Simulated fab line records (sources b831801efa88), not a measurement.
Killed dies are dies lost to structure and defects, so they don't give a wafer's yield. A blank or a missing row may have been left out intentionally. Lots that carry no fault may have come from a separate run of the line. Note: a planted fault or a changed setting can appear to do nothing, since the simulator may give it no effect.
A lot that was struck, set against a sound lot + flow sky130 + 18 out of 708 route steps
Sound: wafers L729.2, L729.4, L729.6. Wafers L733.2, L733.4, L733.6 were the ones struck. The cause is given at the end.
Each step with rows lists, per side, the tool, then ch with its chambers, then its first start. Under that, the readings that differ: sound wafers + struck wafers + difference of the means + sigmas: that difference in standard deviations of wafers without a fault.
alike: a reading whose means differ by less than 2 such deviations, as well as words and numbers matching on both sides. not compared: withheld readings; readings where some wafer has no value; bounds like >300 that might hide an equal value; numbers whose values overlap and for which the record gives no deviation.
A row with sigmas, a row that says differs or no value, or rows on one side alone: a step with any of these is where the two part. Non-overlapping numbers with no deviation appear without sigmas and do not part them. A reading missing from all wafers of one side parts the sides only when that side holds two or more wafers.

SKY_CONTACT_CMP_04: polishes SiO2.
  sound on cmp-01 ch 0,2,3, day 30 13:05; struck on cmp-01 ch 2,3, day 31 16:32
  alike: motor current A, time to endpoint s
SKY_CONTACT_BOW_MEAS_05:
  sound on film metro-01 at day 30 13:25; struck on film metro-01 at day 31 16:51
  alike: CONTACT_BOW
then, 8 steps without rows for these wafers: SKY_CONTACT_DEHYDRATE_06 (time 60 s); SKY_CONTACT_HMDS_07 (prime time 60 s); SKY_CONTACT_COAT_08 (resist thk 60 nm); SKY_CONTACT_COAT_09 (resist thk 450 nm); SKY_CONTACT_SOFTBAKE_10 (time 90 s); SKY_CONTACT_EXPOSE_11 (exposes mask CTM1, target cd 170 nm); SKY_CONTACT_PEB_12; SKY_CONTACT_DEVELOP_13 (develop time 60 s).
SKY_CONTACT_CD_MEAS_14 targets a cd of 170 nm.
  sound on cd sem-02 at day 31 16:49; struck on cd sem-02 at day 32 19:46
| reading    | sound             | struck            | difference | sigmas |
|------------|-------------------|-------------------|------------|--------|
| cd nm (nm) | 170.0 169.8 169.9 | 172.0 172.3 173.6 | +2.7       | +2     |
SKY_CONTACT_OVL_MEAS_15:
  sound on overlay-01 at day 31 16:55; struck on overlay-01 at day 32 19:52
  alike: CONTACT_OVL
SKY_CONTACT_ETCH_16: etches BARC in N2/H2, stops on SiO2, time 45.9 s, target depth 60 nm.
  sound on rie diel-01 ch 1,3, day 31 16:57; struck on rie diel-03 ch 1,3, day 32 19:54
  no value came back on the struck wafers for any of 6 readings (bias w (W), chamber pressure mTorr (mTorr) and others); on the sound wafers bias w (W) reads 100.36 100.22 99.93
| reading                                        | sound             | struck            | difference | sigmas |
|------------------------------------------------|-------------------|-------------------|------------|--------|
| model.KrF-thick_of_CONTACT_COAT_09.thk nm (nm) | 393.5 392.4 393.6 | 437.3 435.3 436.9 | +43.3      |        |
  not compared: rf hours counter h
SKY_CONTACT_ETCH_17: etches SiO2 in C4F8/O2/Ar, stops on Si3N4, target depth 340 nm.
  sound on rie diel-01 ch 1,3, day 31 16:59; struck on rie diel-03 ch 1,3, day 32 19:57
| reading               | sound             | struck            | difference | sigmas      |
|-----------------------|-------------------|-------------------|------------|-------------|
| oes product au (a.u.) | 0.898 0.892 0.896 | 0.371 0.379 0.375 | -0.520     | -99 or more |
  alike: bias w, chamber pressure mTorr, rf fwd power W
SKY_CONTACT_ETCH_18: etches Si3N4 in CHF3/O2, stops on TiN, time 39 s, target depth 75 nm.
  sound on rie diel-01 ch 1,3; struck on rie diel-03 ch 1,3
| reading                                        | sound             | struck            | difference | sigmas |
|------------------------------------------------|-------------------|-------------------|------------|--------|
| oes product au (a.u.)                          | 0.852 0.866 0.861 | 0.377 0.372 0.377 | -0.484     | -61    |
| throttle valve pct (%)                         | 8.795 8.812 8.776 | 8.668 8.661 8.671 | -0.128     | -13    |
| model.KrF-thick_of_CONTACT_COAT_09.thk nm (nm) | 246 244 245.2     | 286.1 284.2 285.9 | +40.3      |        |
  alike: O2_flow_sccm, bias w, drypump motor current A, rf fwd power W
  not compared: rf hours counter h
SKY_CONTACT_STRIP_19: strips in O2/N2.
  sound on plasma asher-03 ch 0,1, day 31 17:05; struck on plasma asher-04 ch 0,1, day 32 20:02
| reading                      | sound             | struck            | difference | sigmas |
|------------------------------|-------------------|-------------------|------------|--------|
| oes product au (a.u.)        | 0.380 0.372 0.387 | 0.408 0.397 0.406 | +0.024     | +5     |
| strip time to endpoint s (s) | 3.733 3.706 3.716 | 4.165 4.131 4.164 | +0.435     | +18    |
  alike: drypump motor current A
  not compared: rf hours counter h
then, 1 step without rows for these wafers: SKY_CONTACT_STRIP_20 (strips in post etch residue remover, time 1200 s).
-- the record jumps here: 14 days lie between the struck wafers' starts before and after (it left off in module CONTACT and takes up again in module PAD_OPEN, whose first step shown is number 708 of the route) --
SKY_PAD_OPEN_PROBE_99:
  record: rows for the struck wafers here (prober-01, day 46 21:16), none for the sound ones

WHERE THEY PART
First at SKY_CONTACT_CD_MEAS_14; last, within this record, at SKY_PAD_OPEN_PROBE_99.

WHY: the cause the simulator had injected
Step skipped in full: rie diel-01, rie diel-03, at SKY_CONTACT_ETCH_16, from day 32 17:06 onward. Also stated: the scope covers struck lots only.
